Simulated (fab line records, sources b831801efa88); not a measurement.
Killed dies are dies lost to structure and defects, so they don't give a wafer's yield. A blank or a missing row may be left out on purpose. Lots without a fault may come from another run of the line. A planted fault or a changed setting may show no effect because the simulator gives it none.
A struck lot beside a sound one | flow gf180mcu | 14 steps out of a route of 602
Sound: wafers L896.2, L896.5, L896.6. Struck: wafers L888.3, L888.4, L888.5. The cause comes at the end.
At each step with rows: each side's tool, then ch and its chambers, then its first start. Under that, the readings that differ: sound wafers | struck wafers | difference of the means | sigmas: that difference in standard deviations of wafers without a fault.
alike: readings whose means differ by less than 2 such deviations, and words and numbers that are the same on both sides. not compared: withheld readings, readings that some wafer has no value for, bounds like >300 that may hide the same value, and numbers for which the record gives no deviation and whose values overlap.
The two part at a step that has a row with sigmas, a row that says differs or no value, or rows on one side only. Numbers that don't overlap but have no deviation are shown without sigmas and don't part them. A reading that every wafer of one side lacks parts them only if that side has two wafers or more.

first, 3 steps without rows for these wafers: GF_HV_LDD_EXPOSE_04 (exposes mask Nplus LV AREA, target cd 400 nm); GF_HV_LDD_PEB_05; GF_HV_LDD_DEVELOP_06 (develop time 60 s).
GF_HV_LDD_CD_MEAS_07: target cd 400 nm.
  sound on cd_sem-01, day 15 00:24; struck on cd_sem-01, day 12 16:07
  alike: cd_nm
GF_HV_LDD_OVL_MEAS_08:
  sound on overlay-02, day 15 00:30; struck on overlay-02, day 12 16:13
  alike: HV_LDD_OVL
then, 1 step without rows for these wafers: GF_HV_LDD_IMPLANT_09.
GF_HV_LDD_STRIP_10: strips in O2/N2.
  sound on plasma_asher-01 ch 0,1, day 15 00:41; struck on plasma_asher-03 ch 0,1, day 12 16:25
  alike: drypump_motor_current_A, heater_power_w, oes_product_au, strip_time_to_endpoint_s
  not compared: rf_hours_counter_h
GF_HV_LDD_TW_MEAS_11:
  sound on film_metro-01, day 15 00:47; struck on film_metro-04, day 12 16:30
  alike: HV_LDD_TW
then, 4 steps without rows for these wafers: GF_HV_LDD_DEHYDRATE_12 (time 60 s); GF_HV_LDD_HMDS_13 (prime time 60 s); GF_HV_LDD_COAT_14 (resist thk 1000 nm); GF_HV_LDD_SOFTBAKE_15 (time 60 s).
GF_HV_LDD_EXPOSE_16: exposes mask Pplus LV AREA, target cd 400 nm.
  sound on iline_stepper-02 ch 0, day 15 11:28; struck on iline_stepper-02, day 13 01:58
  no value came back on the struck wafers for exposure_dose_mJ_cm2, focus_offset_nm (nm); on the sound wafers exposure_dose_mJ_cm2 reads 139.99 140.14 139.98
  reading                        | sound                   | struck                  | difference | sigmas
  model.HV_LDD.overlay_y_nm (nm) | 0.06156 0.06156 0.06156 | -0.3762 -0.3762 -0.3762 | -0.4378    |
  alike: mask
then, 1 step without rows for these wafers: GF_HV_LDD_PEB_17.

WHERE THEY PART
Only at GF_HV_LDD_EXPOSE_16, within this record.

WHY: what the simulator had put in
Skipped step whole: iline_stepper-02, from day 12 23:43 on, at GF_HV_LDD_EXPOSE_16. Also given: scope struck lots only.
